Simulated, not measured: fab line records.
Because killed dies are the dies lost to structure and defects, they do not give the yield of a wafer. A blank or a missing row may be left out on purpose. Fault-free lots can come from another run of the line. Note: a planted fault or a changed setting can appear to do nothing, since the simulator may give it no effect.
One fault seen from 2 desks | flow sky130 | numbers are kept per desk, each desk with only its own; the story behind them comes last

AT THE METROLOGY DESK
Lot by lot, what the gauges showed, no matter which tool ran the lot: averages of those sampled wafers that carry a number. If a lot's mean is further than 4 standard deviations from the usual mean, the lot is out of limits and carries the mark OUT (the distance appears in the brackets).
Columns: A = cdNm at SKY_VIA3_CD_MEAS_12, usual 200.1 nm
lot  | first seen here | A
L545 | day 39 21:53    | 201.6
L546 | day 40 00:58    | 200.6
L548 | day 40 13:03    | 199.8
L549 | day 40 19:55    | 199.6
L550 | day 41 03:56    | 198.3
L551 | day 41 07:49    | 200.0
L552 | day 41 16:14    | 199.3
L553 | day 42 00:41    | 200.3
L558 | day 44 09:02    | 199.7
L560 | day 44 11:05    | 199.0
L561 | day 44 11:59    | 199.4
L562 | day 44 12:21    | 200.3
L564 | day 44 16:59    | 200.4
Finding of this desk: none of the 13 lots has anything out of limits.

AT THE TOOL OWNER'S DESK: furnace-02
The tool's own readings at SKY_FIELD_ISO_OXIDATION_01 (stabilise 600 s, purge 300 s, target thk 12 nm): means of the sampled wafers that have a number, for each lot that ran on this tool. If a lot's mean is further than 4 standard deviations from the usual mean, the lot is out of limits and carries the mark OUT (the distance appears in the brackets).
Columns: A = zonePowerBottomPct at SKY_FIELD_ISO_OXIDATION_01, usual 29.9 %
lot  | first seen here | A
L546 | day 1 17:20     | 30.0
L550 | day 2 11:50     | 29.6
L551 | day 2 17:23     | 29.8
L558 | day 4 05:13     | 29.9
L560 | day 4 13:07     | 29.9
L561 | day 4 18:31     | 29.9
L562 | day 4 23:28     | 29.7
Finding of this desk: none of the 7 lots has anything out of limits.

PUT TOGETHER
At the metrology desk, nothing out of limits was observed.
Nothing out of limits was seen by the tool owner's desk.

WHAT THE SIMULATOR HAD INSERTED
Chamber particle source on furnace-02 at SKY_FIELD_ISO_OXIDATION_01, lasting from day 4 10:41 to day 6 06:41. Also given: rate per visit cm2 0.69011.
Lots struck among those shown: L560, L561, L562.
